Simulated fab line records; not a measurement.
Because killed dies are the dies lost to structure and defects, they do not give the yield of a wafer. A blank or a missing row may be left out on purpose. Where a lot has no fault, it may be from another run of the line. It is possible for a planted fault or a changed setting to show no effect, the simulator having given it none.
Chamber matching | flow sky130 | rie diel-01 running SKY_VIA2_ETCH_15: 4 sister chambers
The step etches SiO2 in C4F8/O2/Ar, stops on TiN, target depth 546 nm, time 84 s. 7 wafers are shown with their chamber, then 7 later ones without.

WAFERS, EACH WITH ITS CHAMBER
wafer  | chamber | oes product au (a.u.) | chamber pressure mTorr (mTorr)
L082.2 | 2       | 0.941                 | 40.04
L082.6 | 1       | 0.947                 | 40.02
L085.1 | 3       | 0.946                 | 40.04
L085.2 | 1       | 0.943                 | 39.93
L085.5 | 0       | 0.941                 | 40.01
L086.1 | 3       | 0.939                 | 39.98
L086.2 | 2       | 0.936                 | 40.01

WAFERS WITH NO CHAMBER GIVEN
wafer  | oes product au (a.u.) | chamber pressure mTorr (mTorr)
L086.6 | 0.939                 | 39.99
L092.1 | 0.947                 | 40.02
L092.2 | 0.946                 | 40.04
L092.6 | 0.938                 | 40.03
L094.2 | 0.938                 | 40.02
L094.4 | 0.941                 | 39.99
L094.6 | 0.937                 | 40.02

EACH ONE'S CHAMBER
wafer  | from the rows above               | in truth
L086.6 | can't be placed: 0 or 2 or 3 or 1 | 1
L092.1 | can't be placed: 1 or 3 or 0 or 2 | 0
L092.2 | can't be placed: 3 or 1 or 0 or 2 | 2
L092.6 | can't be placed: 2 or 0 or 3      | 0
L094.2 | can't be placed: 2 or 0 or 3 or 1 | 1
L094.4 | can't be placed: 0 or 3 or 2 or 1 | 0
L094.6 | can't be placed: 2 or 0 or 3 or 1 | 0
Correctly placed: 0 of 7. Cannot be placed on the basis of these rows: 7; the candidates contain the true chamber in 7. Placed wrongly: 0.
How it was worked out, from the rows above alone: a wafer's distance from a chamber is the root of the sum, over the readings, of the square of ((its reading less the chamber's mean) divided by the reading's scatter). The wafer belongs to the nearest chamber; if the next one is less than 2 further off, it can't be placed. Each chamber's mean is taken over the wafers shown for it. The scatter is the square root of a quotient: the sum, over the shown wafers, of each reading's squared deviation from its chamber's mean, divided by wafers minus chambers.
